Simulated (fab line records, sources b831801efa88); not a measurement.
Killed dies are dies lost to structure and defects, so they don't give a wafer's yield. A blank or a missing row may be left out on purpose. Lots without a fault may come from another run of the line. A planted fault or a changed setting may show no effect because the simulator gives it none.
A struck lot beside a sound one | flow gf180mcu | 15 steps out of a route of 602
Sound: wafers L584.4, L584.5, L584.6. Struck: wafers L589.3, L589.5, L589.6. The cause comes at the end.
At each step with rows: each side's tool, then ch and its chambers, then its first start. Under that, the readings that differ: sound wafers | struck wafers | difference of the means | sigmas: that difference in standard deviations of wafers without a fault.
alike: readings whose means differ by less than 2 such deviations, and words and numbers that are the same on both sides. not compared: withheld readings, readings that some wafer has no value for, bounds like >300 that may hide the same value, and numbers for which the record gives no deviation and whose values overlap.
The two part at a step that has a row with sigmas, a row that says differs or no value, or rows on one side only. Numbers that don't overlap but have no deviation are shown without sigmas and don't part them. A reading that every wafer of one side lacks parts them only if that side has two wafers or more.

first, 2 steps without rows for these wafers: GF_LVPWELL_IMPLANT_08; GF_LVPWELL_IMPLANT_09.
GF_LVPWELL_STRIP_10: strips in O2/N2.
  sound on plasma_asher-04 ch 0,1, day 4 10:40; struck on plasma_asher-04 ch 0,1, day 5 14:38
  alike: drypump_motor_current_A, heater_power_w, oes_product_au, strip_time_to_endpoint_s
  not compared: rf_hours_counter_h
GF_LVPWELL_TW_MEAS_11:
  sound on film_metro-04, day 4 10:45; struck on film_metro-04, day 5 14:43
  alike: LVPWELL_TW
then, 7 steps without rows for these wafers: GF_MVSD_DEHYDRATE_00 (time 60 s); GF_MVSD_HMDS_01 (prime time 60 s); GF_MVSD_COAT_02 (resist thk 3000 nm); GF_MVSD_SOFTBAKE_03; GF_MVSD_EXPOSE_04 (exposes mask MVSD, target cd 1000 nm); GF_MVSD_PEB_05; GF_MVSD_DEVELOP_06 (develop time 60 s).
GF_MVSD_OVL_MEAS_07:
  sound on overlay-02, day 4 23:55; struck on overlay-01, day 6 05:34
  alike: MVSD_OVL
GF_MVSD_IMPLANT_08:
  sound on implanter-01 ch 0, day 5 00:02; struck on implanter-03 ch 0, day 6 05:38
  reading                   | sound                | struck               | difference | sigmas
  beam_energy_keV           | 399.99 400.12 400.06 | 390.68 390.44 390.65 | -9.47      | -73
  model.implant.drp_nm (nm) | 116.9 116.9 116.9    | 115.4 115.4 115.4    | -1.5       |
then, 1 step without rows for these wafers: GF_MVSD_IMPLANT_09.
-- the record jumps here: 25 days lie between the struck wafers' starts before and after (it left off in module MVSD and takes up again in module PASSIVATION, whose first step shown is number 602 of the route) --
GF_PASSIVATION_PROBE_99:
  the record has rows for the struck wafers here (prober-02, day 31 09:25) and none for the sound ones

WHERE THEY PART
First at GF_MVSD_IMPLANT_08; last, within this record, at GF_PASSIVATION_PROBE_99.

WHY: what the simulator had put in
Process parameter drift: implanter-03, from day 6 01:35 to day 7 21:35, at GF_MVSD_IMPLANT_08. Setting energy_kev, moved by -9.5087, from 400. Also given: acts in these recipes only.
